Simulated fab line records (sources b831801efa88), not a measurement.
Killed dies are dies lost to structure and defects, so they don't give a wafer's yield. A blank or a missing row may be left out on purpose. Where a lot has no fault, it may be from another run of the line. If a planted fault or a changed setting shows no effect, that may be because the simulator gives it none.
A lot that was struck, set against a sound lot || flow sky130 || 17 steps out of a route of 708
Sound: the wafers L592.1, L592.2, L592.4. Struck: wafer L597.1 (L597.5, L597.6, from the same lot, were not struck and are left out); the cause is given at the end.
Each step with rows lists, per side, the tool, then ch with its chambers, then its first start. Under that, the readings that differ: sound wafers || struck wafers || difference of the means || sigmas: that difference in standard deviations of wafers without a fault.
alike: a reading whose means differ by less than 2 such deviations, as well as words and numbers matching on both sides. not compared: withheld readings; readings where some wafer has no value; bounds like >300 that might hide an equal value; numbers whose values overlap and for which the record gives no deviation.
The two part at a step that has a row with sigmas, a row that says differs or no value, or rows on one side only. Numbers that have no deviation but don't overlap get no sigmas and don't part them. A reading that every wafer of one side lacks parts them only if that side has two wafers or more.

SKY_POLY_GATE_THK_MEAS_04:
  sound on film_metro-03 at day 18 18:40; struck on film_metro-01 at day 20 11:25
  alike: POLY_GATE_CVD_03_THK
then, 8 steps without rows for these wafers: SKY_POLY_GATE_DEHYDRATE_05 (time 60 s); SKY_POLY_GATE_HMDS_06 (prime time 60 s); SKY_POLY_GATE_COAT_07 (resist thk 110 nm); SKY_POLY_GATE_COAT_08 (resist thk 450 nm); SKY_POLY_GATE_SOFTBAKE_09 (time 90 s); SKY_POLY_GATE_EXPOSE_10 (exposes mask P1M, target cd 150 nm); SKY_POLY_GATE_PEB_11; SKY_POLY_GATE_DEVELOP_12 (develop time 60 s).
SKY_POLY_GATE_CD_MEAS_13: target cd 150 nm.
  sound on cd_sem-01 at day 20 01:58; struck on cd_sem-01 at day 21 17:58
  alike: cd_nm
SKY_POLY_GATE_OVL_MEAS_14:
  sound on overlay-02 at day 20 02:05; struck on overlay-02 at day 21 18:05
{"reading": "POLY_GATE_OVL (nm)", "sound": "-6 -5 -10", "struck": 9, "difference": "+16", "sigmas": "+3"}
SKY_POLY_GATE_ETCH_15: etches BARC in N2/H2, stops on SiO2, time 118.5 s, target depth 110 nm.
  sound on rie_diel-02 ch 0,2,3, day 20 02:07; struck on rie_diel-02 ch 3, day 21 18:07
  alike: drypump_motor_current_A, oes_product_au, throttle_valve_pct
  not compared: rf_hours_counter_h
SKY_POLY_GATE_ETCH_16: etches Si3N4 in CH3F/O2, stops on poly-Si, time 147.5 s, target depth 75 nm.
  sound on rie_diel-02 ch 0,2,3, day 20 02:12; struck on rie_diel-02 ch 3, day 21 18:12
{"reading": "model.KrF-thick_of_POLY_GATE_COAT_08.thk_nm (nm)", "sound": "232.4 234.7 238.1", "struck": 259, "difference": "+24", "sigmas": ""}
  alike: drypump_motor_current_A, oes_product_au, throttle_valve_pct
  not compared: rf_hours_counter_h
SKY_POLY_GATE_ETCH_17: etches poly-Si in HBr/Cl2, stops on SiO2, target depth 180 nm, time 70.5 s.
  sound on rie_si-01 ch 1,2,3, day 20 02:18; struck on rie_si-02 ch 3, day 21 18:18
{"reading": "drypump_motor_current_A (A)", "sound": "6.3 6.0 5.7", "struck": 4.7, "difference": -1.3, "sigmas": -3}
{"reading": "model.KrF-thick_of_POLY_GATE_COAT_08.thk_nm (nm)", "sound": "138.6 139.2 142.9", "struck": 165.7, "difference": "+25.5", "sigmas": ""}
  alike: oes_product_au, throttle_valve_pct
  not compared: rf_hours_counter_h
SKY_POLY_GATE_STRIP_18: strips in O2/N2.
  sound on plasma_asher-02 ch 0,1, day 20 02:21; struck on plasma_asher-03 ch 0, day 21 18:21
{"reading": "oes_product_au (a.u.)", "sound": "0.363 0.354 0.364", "struck": 0.370, "difference": "+0.010", "sigmas": "+2"}
{"reading": "strip_time_to_endpoint_s (s)", "sound": "3.156 3.173 3.198", "struck": 3.445, "difference": "+0.269", "sigmas": "+9"}
  alike: drypump_motor_current_A
  not compared: rf_hours_counter_h
then, 1 step without rows for these wafers: SKY_POLY_GATE_CLEAN_19 (cleans in SC1/SC2, time 150 s).
-- a jump in the record: the struck wafers' starts before and after are 28 days apart (it breaks off in module POLY_GATE and resumes in module PAD_OPEN, where the first step shown is number 708 of the route) --
SKY_PAD_OPEN_PROBE_99:
  sound on prober-01 at day 48 07:33; struck on prober-02 at day 49 07:44
{"reading": "killed_at_M0_to_M3", "sound": "36 51 44", "struck": 60, "difference": "+16", "sigmas": "+2"}
{"reading": "killed_at_front_end", "sound": "15 15 14", "struck": 26, "difference": "+11", "sigmas": "+3"}
{"reading": "killed_dies", "sound": "85 94 89", "struck": 114, "difference": "+25", "sigmas": "+2"}
  alike: killed_at_M4_up, killed_at_contacts, killed_at_other, killed_open, killed_short

== WHERE THEY PART ==
At SKY_POLY_GATE_OVL_MEAS_14 first; at SKY_PAD_OPEN_PROBE_99 last (within this record only).

WHY: the cause the simulator had injected
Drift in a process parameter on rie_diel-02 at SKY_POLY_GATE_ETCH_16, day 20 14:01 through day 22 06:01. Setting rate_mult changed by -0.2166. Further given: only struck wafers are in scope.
